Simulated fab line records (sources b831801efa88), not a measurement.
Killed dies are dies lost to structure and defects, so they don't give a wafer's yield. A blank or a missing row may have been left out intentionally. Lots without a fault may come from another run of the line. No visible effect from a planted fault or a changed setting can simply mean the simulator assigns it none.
One fault through the eyes of 2 desks | flow gf180mcu | each desk holds nothing but its own numbers, with what lay behind them at the end

== DESK OF THE TOOL OWNER: rie_si-02 ==
The tool's own readings at GF_POLY_GATE_ETCH_13 (etches poly-Si in HBr/Cl2, stops on SiO2, target depth 198.5 nm, time 69.6 s): means of the sampled wafers that have a number, for each lot that ran on this tool. If a lot's mean is further than 4 standard deviations from the usual mean, the lot is out of limits and carries the mark OUT (the distance appears in the brackets).
Columns: A = bias_w at GF_POLY_GATE_ETCH_13, usual 100.00 W; B = drypump_motor_current_A at GF_POLY_GATE_ETCH_13, usual 6.0 A; C = oes_product_au at GF_POLY_GATE_ETCH_13, usual 0.994 a.u.; D = throttle_valve_pct at GF_POLY_GATE_ETCH_13, usual 33.685 %
lot  | first seen here | A                | B   | C     | D
L289 | day 9 04:55     | 100.29           | 6.0 | 0.990 | 33.687
L290 | day 9 11:16     | 100.31           | 6.0 | 0.986 | 33.686
L291 | day 9 17:13     | 99.91            | 6.1 | 0.997 | 33.692
L295 | day 11 00:07    | 99.90            | 6.1 | 0.990 | 33.693
L300 | day 12 13:19    | 99.96            | 5.7 | 0.995 | 33.684
L311 | day 15 19:31    | 109.99 (+34) OUT | 6.4 | 0.990 | 33.695
L312 | day 16 06:10    | 109.81 (+34) OUT | 5.9 | 0.994 | 33.683
This desk's verdict: out of limits on L311, L312, starting with L311 at day 15 19:31 (bias_w at GF_POLY_GATE_ETCH_13). L289, L290, L291, L295, L300: within limits.

== AT THE METROLOGY DESK ==
What the gauges read, lot by lot, whatever tool the lot ran on: means of the sampled wafers that have a number. If a lot's mean is further than 4 standard deviations from the usual mean, the lot is out of limits and carries the mark OUT (the distance appears in the brackets).
Columns: A = NWELL_RS at GF_VT_IMPLANT_RS_MEAS_47, usual 485.7 ohm/sq; B = HV_LDD_OVL at GF_HV_LDD_OVL_MEAS_08, usual 0.8 nm
lot  | first seen here | A     | B
L289 | day 7 12:32     | 485.2 | 1.8
L290 | day 7 20:10     | 484.0 | 1.4
L291 | day 8 01:22     | 487.6 | -1.3
L292 | day 8 09:52     | 486.0 | 2.1
L293 | day 8 16:36     | 485.6 | 0.0
L294 | day 8 22:40     | 487.0 | 0.1
L295 | day 9 08:10     | 483.9 | 2.4
L296 | day 9 11:37     | 486.1 | -0.4
L297 | day 9 19:40     | 485.6 | 1.5
L299 | day 10 07:44    | 486.1 | 0.3
L300 | day 10 17:16    | 487.2 | -0.0
L311 | day 13 18:39    | 487.6 | -0.4
L312 | day 14 04:01    | 484.7 | -0.3
Result from this desk: across the 13 lots, nothing is out of limits.

== TAKEN TOGETHER ==
The tool owner's desk could have raised an alarm at day 15 19:31, on L311, L312.
From the metrology desk's view, nothing was out of limits.
The metrology desk has L311, L312 on record, within its limits.
All the named lots went through GF_POLY_GATE_ETCH_13 on rie_si-02.

== WHAT WAS PUT IN BY THE SIMULATOR ==
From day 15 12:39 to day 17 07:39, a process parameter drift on rie_si-02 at GF_POLY_GATE_ETCH_13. The setting bias_w was moved by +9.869, starting from 100. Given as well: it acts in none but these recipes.
Lots struck among those shown: L311, L312.
Each desk's first reading out of limits, in hours after the fault started: the tool owner's desk, 7.
